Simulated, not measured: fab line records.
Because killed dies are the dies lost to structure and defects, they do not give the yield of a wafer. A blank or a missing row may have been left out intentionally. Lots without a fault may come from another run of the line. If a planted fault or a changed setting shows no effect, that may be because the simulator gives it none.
fab line records ; flow sky130
record: lots: 4; wafers: 12; last-day: 50
route steps=708 shown VIA3@591 METAL4@598 CAP2M@603 PAD_OPEN@708
lots untouched by any fault: they come from a run of this same line in which no faults occurred
start-h: hours from the record's first day to the start of the lot's first wafer shown ; wait-h: how many hours have passed since the lot's step before this one ; " same as the row above ; L1.1+2: a single row standing in for several wafers ; - no value present, or no start provided ; * or withheld: withheld ; < > ~ a bound
route shown NAME@n: a module of which the file shows steps, and the number in the route of the first ; usual: the fault-free wafers' mean and standard deviation ; same: alike in all rows ; chamber/n: place in a boat ; sites: each site's reading ; _std_site: standard deviation of those values ; _edge_site: inner sites' mean taken away from outer sites' mean ; radius-mm: how far each site lies from the wafer's centre ; mask NAME#n: copy n ; behind: the most recent tool/chamber to have shaped the wafer ; hold: why the lot went on hold/how many hours it stayed there/how the hold came to an end ; device: which transistor (n, p or np) failed to switch ; end of line: tests run on the same wafers once the route is complete ; where a step has no rows: the recipe by itself ; killed: at the first sort, the dies lost to defects and structure; wafer yield is something else ; map: a wafer's dies, x killed, . not, _ none there
set.NAME: the setting as run; set.NAME@STEP: as run at that earlier step ; model.NAME: the simulator's own value behind a step, which no gauge read
certain route steps with their lots: each step a table, each wafer a row
services: the hour from which a tool's chamber was out of use, counted from the record's first day as start-h (under 0 if before that day), plus the number of hours and why
== steps ==
step: SKY_VIA3_CLEAN_18
recipe: chemistry: IPA; time-s: 180; temp-c: 25
step: SKY_VIA3_CLEAN_19
recipe: chemistry: O3/DIW; dry: n2-spin
step: SKY_VIA3_SPUTTER_20
recipe: material: TiN; target-thk-nm: 20; chamber-pressure-pa: 5; power-w: 4000; time-s: 80
step: SKY_VIA3_CVD_21
recipe: material: W; target-thk-nm: 390; time-s: 117.31; temp-c: 400; pressure-torr: 40
step: SKY_VIA3_CMP_24
recipe: stop-on: SiO2; t-overpolish-s: 20; down-force-psi: 3.5; platen-rpm: 60; target-thk-nm: 0; pad-velocity-m-s: 0.94248
step: SKY_METAL4_SPUTTER_00
recipe: material: Ti; target-thk-nm: 15; power-w: 3000; time-s: 10; chamber-pressure-pa: 0.4
step: SKY_METAL4_SPUTTER_01
recipe: material: TiN; target-thk-nm: 20; power-w: 6500; time-s: 16.7; chamber-pressure-pa: 0.4
step: SKY_METAL4_SPUTTER_02
recipe: material: AlCu; target-thk-nm: 735; power-w: 10600; time-s: 39.1; chamber-pressure-pa: 0.4
step: SKY_METAL4_SPUTTER_03
recipe: material: Ti; target-thk-nm: 5; power-w: 3000; time-s: 3.3; chamber-pressure-pa: 0.4
step: SKY_METAL4_SPUTTER_04
recipe: material: TiN; target-thk-nm: 70; power-w: 6500; time-s: 58.3; chamber-pressure-pa: 0.4
step: SKY_CAP2M_CVD_00
recipe: material: SiO2; target-thk-nm: 15.5; temp-c: 400; time-s: withheld; rf-w: 450
usual: heater-power-w: 713/110; rf-fwd-power-W: 441.2/2.8
lot.wafer;tool;chamber;start-h;wait-h;heater-power-w;rf-fwd-power-W;model.SiO2_of_CAP2M_CVD_00.thk-nm
L875.1;pecvd-02;1;959.35;0.0;615;440.6;15.16
L875.2;pecvd-02;0;959.35;0.0;645;442.0;15.11
L875.3;pecvd-02;1;959.35;0.0;629;440.3;14.97
L884.3;pecvd-02;0;1022.36;0.0;613;443.9;11.06
L884.5;pecvd-02;0;1022.36;0.0;637;443.8;11.1
L884.6;pecvd-02;1;1022.36;0.0;588;441.1;10.96
L886.2;pecvd-02;0;1041.41;0.0;581;445.0;10.97
L886.3;pecvd-02;1;1041.41;0.0;675;442.4;11.16
L886.5;pecvd-02;1;1041.41;0.0;667;441.2;11.18
L894.1;pecvd-04;0;1084.46;0.0;706;437.7;15.58
L894.4;pecvd-04;1;1084.46;0.0;571;439.0;15.47
L894.6;pecvd-04;2;1084.46;0.0;652;437.8;15.73
step: SKY_CAP2M_THK_MEAS_01
recipe: reads: SiO2_of_CAP2M_CVD_00
usual: CAP2M_CVD_00_THK: 15.50/0.27
lot.wafer;tool;chamber;start-h;wait-h;CAP2M_CVD_00_THK[nm]
L875.1;film-metro-04;-;959.39;-;15.18
L875.2;film-metro-04;-;959.39;-;15.07
L875.3;film-metro-04;-;959.39;-;14.99
L884.3;film-metro-02;-;1022.40;-;11.09
L884.5;film-metro-02;-;1022.40;-;11.12
L884.6;film-metro-02;-;1022.40;-;10.92
L886.2;film-metro-04;-;1041.44;-;10.96
L886.3;film-metro-04;-;1041.44;-;11.17
L886.5;film-metro-04;-;1041.44;-;11.20
L894.1;film-metro-04;-;1084.48;-;15.54
L894.4;film-metro-04;-;1084.48;-;15.47
L894.6;film-metro-04;-;1084.48;-;15.72
step: SKY_CAP2M_SPUTTER_02
recipe: material: TiN; target-thk-nm: 200; temp-c: 300; power-w: 6500; time-s: 166.7; chamber-pressure-pa: 0.4
step: SKY_CAP2M_DEHYDRATE_05
recipe: temp-c: 200; time-s: 60
step: SKY_CAP2M_HMDS_06
recipe: prime-time-s: 60; prime-temp-c: 120
step: SKY_CAP2M_COAT_07
recipe: resist: NOVOLAK; spin-rpm: 3000; resist-thk-nm: 1120
step: SKY_CAP2M_SOFTBAKE_08
recipe: temp-c: 90; time-s: 60; resist: NOVOLAK
step: SKY_CAP2M_EXPOSE_09
recipe: mask-id: CAP2M; na: 0.6; source-shape: conventional; sigma-outer: 0.6; polarization: unpolarized; target-cd-nm: 1000; dose-mj: 159
step: SKY_CAP2M_PEB_10
recipe: temp-c: withheld; time-s: *; resist: NOVOLAK
step: SKY_CAP2M_DEVELOP_11
recipe: resist: NOVOLAK; developer: TMAH; develop-time-s: 60; dev-temp-c: 23
step: SKY_CAP2M_METAL_ETCH_13
recipe: target-depth-nm: 220; stop-on: SiO2; chemistry: Cl2/BCl3; target: TiN; pressure-mtorr: 10; icp-w: 900; bias-w: 48.5; Cl2_flow_sccm: 60; bcl3-flow-sccm: 30; time-s: 62.9
step: SKY_CAP2M_STRIP_14
recipe: chemistry: O2/N2; power-w: 1400; pressure-mtorr: 1500; platen-temp-c: withheld; o2-flow-sccm: 3000; n2-flow-sccm: 300; overash-fraction: 0.5
step: SKY_CAP2M_STRIP_15
recipe: chemistry: post-etch-residue-remover; time-s: 1200; temp-c: 72.5
step: SKY_CAP2M_CLEAN_16
recipe: chemistry: IPA; time-s: 180; temp-c: 25
step: SKY_CAP2M_CLEAN_17
recipe: chemistry: O3/DIW; dry: n2-spin
step: SKY_METAL4_DEHYDRATE_05
recipe: temp-c: 200; time-s: 60
step: SKY_METAL4_HMDS_06
recipe: prime-time-s: 60; prime-temp-c: 120
step: SKY_METAL4_COAT_07
recipe: resist: BARC; temp-c: withheld; time-s: withheld; spin-rpm: 3000; resist-thk-nm: 60
step: SKY_METAL4_COAT_08
recipe: resist: KrF-thick; spin-rpm: 3000; resist-thk-nm: 1140
step: SKY_METAL4_SOFTBAKE_09
recipe: temp-c: 100; time-s: 90; resist: KrF-thick
step: SKY_METAL4_EXPOSE_10
recipe: mask-id: MM4; na: 0.68; source-shape: annular; sigma-inner: 0.4; sigma-outer: 0.8; target-cd-nm: 300; dose-mj: 28
step: SKY_METAL4_PEB_11
recipe: peb-temp-c: withheld; peb-time-s: withheld; resist: KrF-thick
step: SKY_METAL4_DEVELOP_12
recipe: develop-time-s: 57.68; resist: KrF-thick; dev-temp-c: 21
step: SKY_METAL4_DESCUM_15
recipe: chemistry: O2; source-power-w: 150; bias-power-w: 0; pressure-mtorr: 10; temp-c: 40; time-s: 8
step: SKY_METAL4_ETCH_16
recipe: chemistry: N2/H2; target: BARC; ion-energy-ev: 200; bias-w: 100; pressure-mtorr: 30; n2-flow-sccm: 100; h2-flow-sccm: 200; icp-w: 500; stop-on: SiO2; time-s: 88.2; target-depth-a: 600
step: SKY_METAL4_ETCH_17
recipe: target: SiO2; stop-on: TiN; chemistry: C4F8/O2/Ar; source-w: 1500; bias-w: 1200; pressure-mtorr: 40; c4f8-flow-sccm: withheld; O2_flow_sccm: 6; Ar_flow_sccm: 300; time-s: 3.9; target-depth-a: 150
usual: bias-w: 1200/3.7; oes-product-au: 0.754/0.0078; rf-fwd-power-W: 1465/6.2
lot.wafer;tool;chamber;start-h;wait-h;bias-w;oes-product-au;rf-fwd-power-W;rf-hours-counter-h;model.etch.depth-nm
L875.1;rie-diel-03;1;1007.39;0.1;1197;0.743;1471;5;15.16
L875.2;rie-diel-03;2;1007.39;0.1;1204;0.743;1454;12;15.11
L875.3;rie-diel-03;3;1007.39;0.1;1199;0.745;1461;9;14.97
L884.3;rie-diel-03;2;1067.37;0.0;1196;0.650;1458;14;11.06
L884.5;rie-diel-03;3;1067.37;0.0;1204;0.641;1459;-;11.1
L884.6;rie-diel-03;2;1067.37;0.0;1199;0.644;1455;-;10.96
L886.2;rie-diel-04;1;1086.32;0.1;1199;0.637;1456;13;10.97
L886.3;rie-diel-04;0;1086.32;0.1;1198;0.649;1460;27;11.16
L886.5;rie-diel-04;2;1086.32;0.1;1203;0.647;1480;-;11.18
L894.1;rie-diel-04;0;1126.13;0.1;1197;0.754;1459;28;15.58
L894.4;rie-diel-04;3;1126.13;0.1;1198;0.758;1457;10;15.47
L894.6;rie-diel-04;2;1126.13;0.1;1201;0.762;1477;-;15.73
step: SKY_PAD_OPEN_PROBE_99
usual: defect-limited-yield: 82.5/1.8; killed_at_M0_to_M3: 43/6.6; killed_at_M4_up: 2.9/1.8; killed-at-contacts: 25/5.3; killed-at-front-end: 15/4.1; killed-at-other: 0.3/0.6; killed-dies: 86/8.8; killed-open: 47/6.7; killed-short: 39/6.2
same: gross-dies: 492; killed-at-back-side: 0
lot.wafer;tool;chamber;start-h;wait-h;defect-limited-yield[%];killed_at_M0_to_M3;killed_at_M4_up;killed-at-contacts;killed-at-front-end;killed-at-other;killed-dies;killed-open;killed-short;model.etest.tester.sort-n-pass;model.etest.tester.sort_bin_5_pct;model.etest.tester.sort-yield-pct;model.etest.cap-mim2.bv-v;model.etest.cap-mim2.leak-log10-a-cm2;model.etest.cap-mim2.c-ff-um2;model.etest.tester.sort_bin_8_pct;model.etest.tester.sort_bin_4_pct
L875.1;prober-01;-;1101.36;0.1;84.1;46;2;15;15;0;78;42;36;414;10.37;84.15;13.67;-8.89;2.392;0;0
L875.2;prober-01;-;1101.41;0.1;81.5;44;2;29;16;0;91;48;43;401;10.77;81.5;13.56;-8.573;2.383;0;0
L875.3;prober-01;-;1101.46;0.2;81.7;39;6;36;8;1;90;48;42;402;11.79;81.71;13.43;-8.804;2.424;0;0
L884.3;prober-01;-;1154.56;0.2;81.9;50;6;18;15;0;89;50;39;32;87.2;6.504;10.14;-7.565;3.25;1.768e-08;0
L884.5;prober-01;-;1154.66;0.2;81.7;43;3;25;19;0;90;49;39;14;89.02;2.846;10.03;-7.407;3.277;5.91e-10;9.225e-15
L884.6;prober-01;-;1154.71;0.2;82.3;37;3;24;23;0;87;48;39;10;92.48;2.033;9.944;-7.465;3.313;1.869e-10;0
L886.2;prober-01;-;1169.21;0.1;85.8;37;3;18;12;0;70;45;24;7;91.67;1.423;9.858;-7.355;3.315;1.468e-14;5.755e-11
L886.3;prober-01;-;1169.26;0.2;85.4;31;1;27;12;1;72;30;41;50;83.94;10.16;9.772;-7.494;3.232;1.901e-08;0
L886.5;prober-01;-;1169.36;0.2;84.1;32;3;27;16;0;78;37;40;63;79.27;12.8;10.18;-7.423;3.227;1.415e-09;0
L894.1;prober-01;-;1201.15;0.1;82.3;40;1;23;23;0;87;50;37;405;11.18;82.32;14.12;-8.982;2.348;0;0
L894.4;prober-01;-;1201.30;0.2;78.5;49;3;34;20;0;106;58;47;386;14.02;78.46;14.02;-8.884;2.34;0;0
L894.6;prober-01;-;1201.40;0.2;82.7;47;1;14;23;0;85;47;38;407;9.959;82.72;13.49;-8.964;2.32;0;0
killed by level:class
L875.1 VIA2:geometric-particle:open=10 VIA1:geometric-particle:open=8 VIA3:geometric-particle:open=7 METAL1:geometric-particle:short=6 FIELD_ISO:geometric-particle:short=5 CONTACT:geometric-particle:open=5 CONTACT:geometric-particle:short=5 VIA1:geometric-particle:short=4
L875.2 LI_CONTACT:geometric-particle:open=11 VIA1:geometric-particle:open=11 VIA2:geometric-particle:open=8 VIA1:geometric-particle:short=7 CONTACT:geometric-particle:short=6 FIELD_ISO:geometric-particle:short=5 LOCAL_INTERCONNECT:geometric-particle:short=5 POLY_GATE:geometric-particle:short=4
L875.3 CONTACT:geometric-particle:open=16 VIA1:geometric-particle:short=8 VIA1:geometric-particle:open=8 LI_CONTACT:geometric-particle:open=6 CONTACT:geometric-particle:short=6 LOCAL_INTERCONNECT:geometric-particle:short=5 VIA3:geometric-particle:open=5 VIA3:geometric-particle:short=5
L884.3 VIA2:geometric-particle:open=9 METAL2:geometric-particle:short=7 VIA3:geometric-particle:short=7 FIELD_ISO:geometric-particle:open=6 CONTACT:geometric-particle:open=6 LI_CONTACT:geometric-particle:open=6 METAL1:geometric-particle:short=6 VIA1:geometric-particle:open=5
L884.5 VIA1:geometric-particle:open=10 VIA2:geometric-particle:open=10 CONTACT:geometric-particle:open=9 FIELD_ISO:geometric-particle:open=7 METAL2:geometric-particle:short=6 METAL3:geometric-particle:short=6 FIELD_ISO:geometric-particle:short=5 LI_CONTACT:geometric-particle:open=5
L884.6 CONTACT:geometric-particle:open=11 VIA1:geometric-particle:open=9 FIELD_ISO:geometric-particle:short=7 POLY_GATE:geometric-particle:short=6 METAL2:geometric-particle:short=6 VIA2:geometric-particle:open=5 LI_CONTACT:geometric-particle:open=4 CONTACT:geometric-particle:short=4
L886.2 VIA1:geometric-particle:open=11 CONTACT:geometric-particle:open=10 VIA3:geometric-particle:open=6 POLY_GATE:geometric-particle:open=5 VIA1:geometric-particle:short=4 VIA2:geometric-particle:open=4 FIELD_ISO:geometric-particle:open=3 LI_CONTACT:geometric-particle:open=3
L886.3 LOCAL_INTERCONNECT:geometric-particle:short=8 CONTACT:geometric-particle:open=6 CONTACT:geometric-particle:short=6 VIA1:geometric-particle:short=6 METAL2:geometric-particle:short=5 VIA1:geometric-particle:open=4 LI_CONTACT:geometric-particle:open=4 FIELD_ISO:geometric-particle:short=3
L886.5 LI_CONTACT:geometric-particle:open=8 LOCAL_INTERCONNECT:geometric-particle:short=6 CONTACT:geometric-particle:open=6 METAL2:geometric-particle:short=6 VIA2:geometric-particle:open=6 VIA1:geometric-particle:open=5 CONTACT:geometric-particle:short=4 METAL1:geometric-particle:short=4
L894.1 VIA1:geometric-particle:open=11 VIA2:geometric-particle:open=10 CONTACT:geometric-particle:open=8 METAL1:geometric-particle:short=7 FIELD_ISO:geometric-particle:short=6 FIELD_ISO:geometric-particle:open=6 CONTACT:geometric-particle:short=6 POLY_GATE:geometric-particle:open=5
L894.4 VIA1:geometric-particle:open=13 CONTACT:geometric-particle:open=12 METAL2:geometric-particle:short=10 VIA3:geometric-particle:open=9 CONTACT:geometric-particle:short=9 LI_CONTACT:geometric-particle:open=6 VIA1:geometric-particle:short=6 POLY_GATE:geometric-particle:short=5
L894.6 VIA2:geometric-particle:open=8 VIA1:geometric-particle:open=8 FIELD_ISO:geometric-particle:open=7 CONTACT:geometric-particle:open=7 METAL1:geometric-particle:short=6 VIA1:geometric-particle:short=6 METAL2:geometric-particle:short=6 FIELD_ISO:geometric-particle:short=4
== services ==
tool;chamber;start-h;hours;kind
rie-diel-04;1;952.84;4.3;repair
pecvd-02;2;956.17;6.5;repair
rie-diel-04;3;964.85;79.6;repair
pecvd-02;2;989.39;46.7;repair
rie-diel-03;1;998.43;5.3;repair
pecvd-04;2;1007.80;2.1;scheduled-down
rie-diel-03;-;1013.59;2.8;pm
rie-diel-03;0;1051.31;-;clean
rie-diel-03;0;1051.31;22.1;scheduled-down
rie-diel-03;0;1051.31;22.1;vent-cycle
pecvd-02;1;1054.20;4.6;scheduled-down
rie-diel-04;-;1055.68;28.1;pm
pecvd-02;1;1058.84;5.5;scheduled-down
pecvd-02;-;1068.59;14.6;pm
pecvd-04;-;1074.83;1.4;repair
pecvd-02;-;1120.07;2.8;pm
== key ==
first-sign: step: SKY_CAP2M_THK_MEAS_01; reading: CAP2M_CVD_00_THK; direction: down; sigmas: 17; usual: 15.50; struck: 11.08
effect: step: SKY_METAL4_ETCH_17; reading: oes-product-au; direction: down; sigmas: 14; usual: 0.754; struck: 0.645
model-effect: step: SKY_CAP2M_CVD_00; value: SiO2_of_CAP2M_CVD_00.thk-nm; without: 15.46; struck: 11.07
model-effect: step: SKY_METAL4_ETCH_17; value: etch.depth-nm; without: 15.46; struck: 11.07
model-effect: step: SKY_PAD_OPEN_PROBE_99; value: etest.tester.sort-n-pass; without: 411; struck: 29.33
met-at SKY_CAP2M_CVD_00
struck-wafers L884.3,L884.5,L884.6,L886.2,L886.3,L886.5
onset-between 959.35 1022.36
fault: kind: process-parameter-drift; tool: pecvd-02; chamber: -; onset-h: 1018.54; steps: SKY_CAP2M_CVD_00; channel: target-thk-nm; offset: -4.3806; shape: step; end-h: 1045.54; acts-in: these-recipes-only; stated: 15.5
